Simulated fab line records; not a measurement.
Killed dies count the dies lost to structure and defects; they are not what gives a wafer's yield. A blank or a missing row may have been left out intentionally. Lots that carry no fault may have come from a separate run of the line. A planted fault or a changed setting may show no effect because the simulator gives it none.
The same fault as seen by 2 desks	flow gf180mcu	each desk has only its own numbers; what lay behind them comes last

== THE METROLOGY DESK ==
What the gauges read for every lot (on any tool): the sampled wafers with a number, averaged. Any lot whose mean is over 4 standard deviations away from the usual mean is out of limits and marked OUT; that distance is given in the brackets.
Columns: A = V2_W_RS at GF_V2_RS_MEAS_24, usual 0.328 ohm/sq; B = V2_W_THK at GF_V2_THK_MEAS_25, usual 349 nm
lot	first seen here	A	B
L527	day 23 21:52	0.325	356
L531	day 24 18:23	0.329	346
L534	day 25 18:41	0.323	354
L537	day 26 20:29	0.325	354
L541	day 27 14:46	0.330	347
L542	day 27 22:00	0.334	341
This desk's finding: nothing out of limits on any of the 6 lots.

== DESK OF THE TOOL OWNER: pvd_sputter-03 ==
At GF_M3_SPUTTER_01 (material TiN, target thk 30 nm, time 25 s) the tool's own readings: per lot run on this tool, the mean of the sampled wafers that have a number. Any lot whose mean is over 4 standard deviations away from the usual mean is out of limits and marked OUT; that distance is given in the brackets.
Columns: A = chamber_pressure_pa at GF_M3_SPUTTER_01, usual 0.4001 Pa; B = throttle_valve_pct at GF_M3_SPUTTER_01, usual 29.8 %
lot	first seen here	A	B
L527	day 23 22:26	0.4006	30.3
L534	day 25 19:13	0.5000 (+99 or more) OUT	27.1
L537	day 26 21:04	0.5001 (+99 or more) OUT	26.0
This desk's finding: out of limits on L534, L537; first on L534, day 25 19:13 (chamber_pressure_pa at GF_M3_SPUTTER_01). Within limits: L527.

== PUT TOGETHER ==
At day 25 19:13, on L534, L537, the tool owner's desk was in a position to raise an alarm.
Nothing out of limits was seen by the metrology desk.
The metrology desk has L534, L537 on record, within its limits.
All the named lots went through GF_M3_SPUTTER_01 on pvd_sputter-03.

== WHAT WAS PUT IN BY THE SIMULATOR ==
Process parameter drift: pvd_sputter-03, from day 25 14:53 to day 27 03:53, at GF_M3_SPUTTER_01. From 0.4, the setting chamber_pressure_pa moved by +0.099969. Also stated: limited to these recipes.
Lots struck among those shown: L534, L537.
Each desk's first reading out of limits, in hours after the fault started: the tool owner's desk, 4.
